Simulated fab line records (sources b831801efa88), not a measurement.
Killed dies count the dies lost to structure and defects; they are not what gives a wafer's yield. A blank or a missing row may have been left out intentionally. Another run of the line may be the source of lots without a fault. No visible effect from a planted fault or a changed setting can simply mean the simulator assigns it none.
Which tool was responsible? -- flow gf180mcu -- 7 lots with 20 wafers sampled at 2 steps, on a route of 602 steps

WHAT THE GAUGES READ, wafer by wafer
GF_HV_LDD_RS_MEAS_53: a four-point-probe measurement.
lot,measured,on,HV_LDD_RS (ohm/sq)
L460,day 13 07:54,film-metro-03,418.8 419.1 418.9
L462,day 14 00:20,film-metro-04,417.2 417.3 418.0
L465,day 15 06:17,film-metro-03,417.9 417.2 419.1
L468,day 15 23:51,film-metro-04,417.3 417.4
L472,day 17 13:21,film-metro-04,418.0 418.0 418.0
L476,day 18 21:02,film-metro-03,- - -
L480,day 20 08:41,film-metro-04,417.8 416.3 416.1

WHICH TOOL RAN EACH LOT (tool, then ch and the chambers of the sampled wafers, then the start)
lot,GF_HV_LDD_IMPLANT_34
L460,"implanter-04 ch 0, day 12 11:49"
L462,"implanter-02 ch 0, day 13 03:49"
L465,"implanter-03 ch 0, day 14 07:52"
L468,"implanter-04 ch 0, day 15 00:58"
L472,"implanter-04 ch 0, day 16 14:04"
L476,"implanter-03 ch 0, day 17 20:28"
L480,"implanter-02 ch 0, day 19 08:46"
- GF_HV_LDD_IMPLANT_34

THE ANSWER, worked out from the rows above alone
Rule: the lots themselves supply what counts as usual. Put in order of their means at a reading, lots are off if they are a third of the lots or fewer, leave a main group of 4 or more, and stand apart from it by a gap of 3 or more times the standard deviation of the main group's means; of several such gaps the widest counts. The tables above print the reading to a certain number of digits; a main group whose means all agree to those digits is not used. Also off: a lot with no number at a reading for which 4 or more lots have one. The other lots that the step has rows for count as sound.
Off: at GF_HV_LDD_RS_MEAS_53 (HV_LDD_RS), L476. Without a number there: L476. The main group has a mean of 417.8 ohm/sq with a standard deviation of 0.69.
If a tool, at a process step before that reading, ran all the lots that are off and no sound lot after the first of them, it fits. Gauges at GF_HV_LDD_RS_MEAS_53: tried the same way as those tools. Undecided on this evidence; 2 tools fit (implanter-03 at GF_HV_LDD_IMPLANT_34, film-metro-03 at GF_HV_LDD_RS_MEAS_53).

WHAT THE SIMULATOR HAD INSERTED
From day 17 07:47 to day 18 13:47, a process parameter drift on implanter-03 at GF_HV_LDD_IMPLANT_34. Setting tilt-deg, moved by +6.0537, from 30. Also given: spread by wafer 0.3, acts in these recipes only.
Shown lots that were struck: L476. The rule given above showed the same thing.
